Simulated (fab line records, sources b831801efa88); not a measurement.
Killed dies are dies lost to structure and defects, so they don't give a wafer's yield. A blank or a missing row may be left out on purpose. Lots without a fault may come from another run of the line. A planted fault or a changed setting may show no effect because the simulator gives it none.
fab line records | flow sky130
record lots=5 wafers=15 last_day=51
route steps=708 shown VIA2@509
lots that met no fault: from a run of the same line without faults
start_h: hours from the record's first day to the start of the lot's first wafer shown | wait_h: hours since the lot's step before | " the same as in the row above | L1.1+2: a row that stands for several wafers | - no value, or no start given | * or withheld: withheld | < > ~ a bound
route shown NAME@n: a module of which the file shows steps, and the number in the route of the first | usual: mean/standard deviation of fault-free wafers | same: alike in all rows | chamber/n: place in a boat | sites: the reading at each site | _std_site: their standard deviation | _edge_site: outer sites' mean less inner sites' | radius_mm: how far each site lies from the wafer's centre | mask NAME#n: copy n | behind: the tool/chamber that last shaped the wafer | hold: why the lot was held/for how many hours/how that ended | device: the transistor (n, p or np) that didn't switch | end of line: the same wafers' tests at the end of the route | a step without rows: its recipe alone | killed: dies lost to structure and defects at the first sort, not the wafer's yield | map: a wafer's dies, x killed, . not, _ none there
set.NAME: the setting as run; set.NAME@STEP: as run at that earlier step | model.NAME: the simulator's own value behind a step, which no gauge read
lots at some steps of the route; a table a step, a row a wafer
services: from which hour (start_h, from the record's first day; less than 0 if before it) a tool's chamber was out of use, for how many hours, and why
## steps
# step SKY_VIA2_CMP_02
# recipe material=SiO2 down_force_psi=4 platen_rpm=60 pad_velocity_m_s=0.94248
# usual motor_current_A=12.2/0.81
# columns lot.wafer tool chamber start_h wait_h motor_current_A
L669.1 cmp-02 0 901.99 0.1 12.2
L669.4 " 2 " " 10.4
L669.5 " 0 " " 11.4
L671.1 cmp-02 2 919.66 0.1 10.4
L671.4 " 0 " " 11.5
L671.6 " 2 " " 10.6
L672.4 cmp-02 3 926.57 0.1 12.8
L672.2 " 0 " " 11.6
L672.5 " 2 " " 10.2
L673.1 cmp-02 1 929.34 0.1 12.8
L673.3 " 0 " " 11.4
L673.5 " 2 " " 11.2
L687.4 cmp-01 3 1018.39 0.3 13.1
L687.6 " 0 " " 12.7
L687.5 " 1 " " 11.5
# step SKY_VIA2_BOW_MEAS_03
# recipe mode=bow
# usual VIA2_BOW=83/6.5
# columns lot.wafer tool chamber start_h wait_h VIA2_BOW[um]
L669.1 film_metro-01 - 902.29 0.2 83
L669.4 " - " " 80
L669.5 " - " " 87
L671.1 film_metro-03 - 919.91 0.2 86
L671.4 " - " " 100
L671.6 " - " " 97
L672.2 film_metro-02 - 926.79 0.1 82
L672.4 " - " " 71
L672.5 " - " " 92
L673.1 film_metro-03 - 929.64 0.2 84
L673.3 " - " " 87
L673.5 " - " " 82
L687.4 film_metro-02 - 1018.60 0.2 80
L687.5 " - " " 83
L687.6 " - " " 84
# step SKY_VIA2_DEHYDRATE_04
# recipe temp_c=200 time_s=60
# step SKY_VIA2_HMDS_05
# recipe prime_time_s=60 prime_temp_c=120
# step SKY_VIA2_COAT_06
# recipe resist=BARC temp_c=withheld time_s=withheld spin_rpm=3000 resist_thk_nm=60
# step SKY_VIA2_COAT_07
# recipe resist=KrF-thick spin_rpm=3000 resist_thk_nm=450
# step SKY_VIA2_SOFTBAKE_08
# recipe temp_c=100 time_s=90 resist=KrF-thick
# step SKY_VIA2_EXPOSE_09
# recipe mask_id=VIM2 na=0.8 source_shape=annular sigma_inner=0.55 sigma_outer=0.85 target_cd_nm=200 dose_mj=38
# step SKY_VIA2_PEB_10
# recipe peb_temp_c=withheld peb_time_s=withheld resist=KrF-thick
# step SKY_VIA2_DEVELOP_11
# recipe develop_time_s=60 resist=KrF-thick dev_temp_c=21
# step SKY_VIA2_CD_MEAS_12
# recipe target_cd_nm=200
# usual cd_nm=200.0/1.3
# columns lot.wafer tool chamber start_h wait_h cd_nm
L669.1 cd_sem-01 - 928.80 - 198.5
L669.4 " - " " 198.2
L669.5 " - " " 198.8
L671.1 cd_sem-02 - 945.15 - 202.2
L671.4 " - " " 202.1
L671.6 " - " " 200.5
L672.2 cd_sem-01 - 952.12 - 199.7
L672.4 " - " " 200.6
L672.5 " - " " 200.5
L673.1 cd_sem-02 - 955.45 - 202.1
L673.3 " - " " 202.1
L673.5 " - " " 201.7
L687.4 cd_sem-02 - 1042.27 - 198.2
L687.5 " - " " 200.0
L687.6 " - " " 199.5
# step SKY_VIA2_OVL_MEAS_13
# usual VIA2_OVL=-1/5.6
# columns lot.wafer tool chamber start_h wait_h VIA2_OVL[nm]
L669.1 overlay-01 - 928.92 0.1 -2
L669.4 " - " " 10
L669.5 " - " " 1
L671.1 overlay-02 - 945.27 0.1 -6
L671.4 " - " " -2
L671.6 " - " " 3
L672.2 overlay-02 - 952.23 0.1 2
L672.4 " - " " -7
L672.5 " - " " 0
L673.1 overlay-01 - 955.57 0.1 -4
L673.3 " - " " -5
L673.5 " - " " -3
L687.4 overlay-02 - 1042.34 0.1 -4
L687.5 " - " " 2
L687.6 " - " " -5
# step SKY_VIA2_ETCH_14
# recipe chemistry=N2/H2 target=BARC ion_energy_ev=200 source_w=500 bias_w=100 pressure_mtorr=30 n2_flow_sccm=100 h2_flow_sccm=200 stop_on=SiO2 time_s=45.9 target_depth_a=600
# usual drypump_motor_current_A=5.7/0.53 oes_product_au=0.856/0.0044 run_length_s=74.0/0.35 throttle_valve_pct=13.225/0.0093
# columns lot.wafer tool chamber start_h wait_h drypump_motor_current_A oes_product_au rf_hours_counter_h run_length_s throttle_valve_pct model.KrF-thick_of_VIA2_COAT_07.thk_nm
L669.1 rie_diel-03 3 928.96 0.0 6.3 0.852 25 74.9 13.220 393.2
L669.4 " 0 " " 4.8 0.854 9 74.3 13.211 392.5
L669.5 " 1 " " 6.6 0.854 - 73.8 13.239 392.2
L671.1 rie_diel-04 0 945.31 0.0 5.7 0.850 2 74.6 13.227 392.7
L671.4 " 3 " " 5.5 0.853 18 73.7 13.213 393.9
L671.6 " 0 " " 5.7 0.855 - 74.1 13.234 391.7
L672.2 rie_diel-03 1 952.26 0.0 6.6 0.856 7 73.8 13.221 394.3
L672.4 " 1 " " 6.6 0.853 - 74.2 13.215 392.6
L672.5 " 0 " " 4.8 0.854 - 74.0 13.239 393.6
L673.1 rie_diel-04 1 955.61 0.0 5.4 0.853 15 74.0 13.227 390.2
L673.3 " 3 " " 5.5 0.851 18 73.7 13.233 391.7
L673.5 " 0 " " 5.7 0.941 - 69.8 13.231 396.4
L687.4 rie_diel-03 0 1042.36 0.0 4.8 0.851 13 74.1 13.229 391.3
L687.5 " 2 " " 5.9 0.851 - 74.2 13.216 392.5
L687.6 " 3 " " 6.3 0.848 - 74.3 13.224 390.4
# step SKY_VIA2_ETCH_15
# recipe target=SiO2 chemistry=C4F8/O2/Ar target_depth_nm=546 stop_on=TiN mask_material=KrF-thick source_w=1500 bias_w=1200 pressure_mtorr=40 c4f8_flow_sccm=withheld O2_flow_sccm=6 Ar_flow_sccm=300 time_s=84
# usual oes_product_au=0.940/0.0044 run_length_s=112.1/0.33
# columns lot.wafer tool chamber start_h wait_h oes_product_au rf_hours_counter_h run_length_s model.KrF-thick_of_VIA2_COAT_07.thk_nm
L669.1 rie_diel-03 3 929.00 0.0 0.941 25 112.9 283.2
L669.4 " 0 " " 0.940 9 112.1 283.3
L669.5 " 1 " " 0.942 - 112.1 281.9
L671.1 rie_diel-04 0 945.35 0.0 0.941 2 112.4 281.6
L671.4 " 3 " " 0.933 18 112.2 285.7
L671.6 " 0 " " 0.940 - 112.1 280.9
L672.2 rie_diel-03 1 952.30 0.0 0.932 7 112.5 284.8
L672.4 " 1 " " 0.942 - 112.3 283.3
L672.5 " 0 " " 0.930 - 112.1 285
L673.1 rie_diel-04 1 955.65 0.0 0.943 15 111.8 279.9
L673.3 " 3 " " 0.944 18 112.1 284.5
L673.5 " 0 " " 0.948 - 112.5 287.2
L687.4 rie_diel-03 0 1042.40 0.0 0.941 13 112.1 281.9
L687.5 " 2 " " 0.941 - 112.3 286.9
L687.6 " 3 " " 0.945 - 112.3 283.4
# step SKY_VIA2_STRIP_16
# recipe chemistry=O2/N2 power_w=1400 pressure_mtorr=1500 platen_temp_c=withheld o2_flow_sccm=3000 n2_flow_sccm=300 overash_fraction=0.5
# usual drypump_motor_current_A=5.7/0.46 oes_product_au=0.399/0.0045 strip_time_to_endpoint_s=4.048/0.02
# columns lot.wafer tool chamber start_h wait_h drypump_motor_current_A oes_product_au rf_hours_counter_h strip_time_to_endpoint_s
L669.1 plasma_asher-01 1 929.06 0.0 6.6 0.400 20 4.053
L669.4 " 1 " " 6.6 0.396 - 4.033
L669.5 " 1 " " 6.6 0.394 - 4.009
L671.1 plasma_asher-03 1 945.41 0.0 5.1 0.399 111 4.033
L671.4 " 1 " " 5.1 0.398 - 4.076
L671.6 " 0 " " 5.7 0.393 - 4.024
L672.2 plasma_asher-04 0 952.36 0.0 5.8 0.399 50 4.056
L672.4 " 0 " " 5.8 0.408 - 4.041
L672.5 " 1 " " 5.4 0.407 - 4.053
L673.1 plasma_asher-03 0 955.71 0.0 5.8 0.401 113 4.016
L673.3 " 1 " " 5.1 0.403 - 4.043
L673.5 " 0 " " 5.8 0.405 - 4.066
L687.4 plasma_asher-04 1 1042.50 0.1 5.4 0.393 - 4.040
L687.5 " 0 " " 5.8 0.391 - 4.089
L687.6 " 1 " " 5.4 0.406 - 4.043
## services
# columns tool chamber start_h hours kind
rie_diel-04 1 896.29 5.3 repair
rie_diel-03 2 900.36 14.8 repair
plasma_asher-04 - 908.31 28.1 pm
cmp-02 - 912.29 4.0 pm
rie_diel-04 0 914.43 4.6 repair
cmp-02 - 916.29 - consumable_replace:conditioner
cmp-02 - 916.29 - consumable_replace:pad
rie_diel-04 - 925.69 0.4 repair
plasma_asher-01 - 948.24 6.2 repair
rie_diel-03 2 949.91 10.2 repair
plasma_asher-01 - 954.40 28.1 pm
rie_diel-03 2 961.05 5.2 repair
plasma_asher-04 - 962.85 11.0 pm
rie_diel-04 3 964.39 1.2 repair
cmp-01 - 974.44 2.2 repair
cmp-01 - 1001.19 1.8 repair
plasma_asher-01 - 1012.46 2.9 repair
rie_diel-04 - 1030.92 0.2 repair
## key
first_sign step=SKY_VIA2_ETCH_14 reading=oes_product_au direction=up sigmas=20 usual=0.856 struck=0.941
effect step=SKY_VIA2_ETCH_14 reading=run_length_s direction=down sigmas=12 usual=* struck=*
model_effect step=SKY_VIA2_ETCH_14 value=KrF-thick_of_VIA2_COAT_07.thk_nm without=392.3 struck=396.4
model_effect step=SKY_VIA2_ETCH_15 value=KrF-thick_of_VIA2_COAT_07.thk_nm without=283.1 struck=287.2
met_at SKY_VIA2_ETCH_14
struck_wafers L673.5
sort_left_out L673.5
onset_between 945.31 955.61
fault kind=process_parameter_drift tool=rie_diel-04 chamber=- onset_h=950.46 steps=SKY_VIA2_ETCH_14 channel=time_s offset=* shape=step end_h=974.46 scope=struck_wafers_only acts_in=* stated=*
# sort_left_out: the simulated sort isn't trusted on such a fault, so these wafers' sort isn't shown, and their yield isn't known
